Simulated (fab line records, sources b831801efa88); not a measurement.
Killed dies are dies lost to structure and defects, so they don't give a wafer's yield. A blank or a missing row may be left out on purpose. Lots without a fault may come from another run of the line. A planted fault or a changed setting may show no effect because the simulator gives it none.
One fault seen from 2 desks | flow gf180mcu | each desk has only its own numbers; what lay behind them comes last

THE TOOL OWNER'S DESK: lpcvd-01
The tool's own readings at GF_HV_LDD_CVD_56 (deposits Si3N4 from DCS/NH3, target thk 90 nm, time 1543 s): means of the sampled wafers that have a number, for each lot that ran on this tool. A lot is out of limits, marked OUT, if its mean lies more than 4 standard deviations from the usual mean; the brackets give that distance.
Columns: A = zone_power_top_pct at GF_HV_LDD_CVD_56, usual 25.7 %
lot  | first seen here | A
L662 | day 14 12:11    | 26.8
L663 | day 14 19:34    | 29.4
L664 | day 15 03:55    | 29.3
L665 | day 15 10:45    | 29.0
L675 | day 19 02:46    | 26.9
L676 | day 19 07:51    | 28.9
This desk's finding: nothing out of limits on any of the 6 lots.

THE METROLOGY DESK
What the gauges read, lot by lot, whatever tool the lot ran on: means of the sampled wafers that have a number. A lot is out of limits, marked OUT, if its mean lies more than 4 standard deviations from the usual mean; the brackets give that distance.
Columns: A = HV_LDD_02_OVL at GF_HV_LDD_OVL_MEAS_32, usual 0.5 nm; B = HV_LDD_CVD_56_THK at GF_HV_LDD_THK_MEAS_57, usual 89.9 nm; C = NSD_OVL at GF_NSD_OVL_MEAS_08, usual -1.0 nm; D = SAB_OVL at GF_SAB_OVL_MEAS_10, usual -1.4 nm
lot  | first seen here | A    | B               | C    | D
L661 | day 12 23:10    | -1.6 | 90.4            | -1.6 | -2.2
L662 | day 13 13:46    | -1.0 | 90.6            | -1.2 | -2.0
L663 | day 13 20:28    | 0.3  | 89.2            | -0.4 | -0.2
L664 | day 14 04:41    | 3.6  | 90.7            | -2.0 | -0.7
L665 | day 14 11:29    | 2.5  | 93.0            | -1.0 | -2.5
L666 | day 14 19:19    | 1.1  | 90.0            | -1.6 | 0.8
L668 | day 15 07:41    | 1.0  | 89.4            | -1.3 | -2.1
L672 | day 16 16:50    | 0.1  | 89.8            | 0.3  | -1.3
L673 | day 17 02:37    | -0.4 | 90.5            | -1.6 | -1.4
L675 | day 17 23:52    | 0.7  | 117.2 (+27) OUT | -0.4 | -3.8
L676 | day 18 05:29    | -1.1 | 116.0 (+26) OUT | 1.0  | -0.9
L678 | day 18 16:04    | 0.5  | 89.6            | 0.5  | -3.2
This desk's finding: out of limits on L675, L676; first on L675, day 19 05:59 (HV_LDD_CVD_56_THK at GF_HV_LDD_THK_MEAS_57). In limits: L661, L662, L663, L664, L665, L666, L668, L672, L673, L678.

PUT TOGETHER
The metrology desk could have raised an alarm at day 19 05:59, on L675, L676.
The tool owner's desk saw nothing out of limits.
The tool owner's desk has L675, L676 on record, within its limits.
Of the lots named, all ran GF_HV_LDD_CVD_56 on lpcvd-01.

WHAT THE SIMULATOR HAD PUT IN
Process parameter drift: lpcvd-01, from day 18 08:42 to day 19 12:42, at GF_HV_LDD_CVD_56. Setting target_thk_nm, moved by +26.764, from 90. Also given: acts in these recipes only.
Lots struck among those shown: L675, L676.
Hours from the fault's start to each desk's first reading out of limits: the metrology desk, 21.
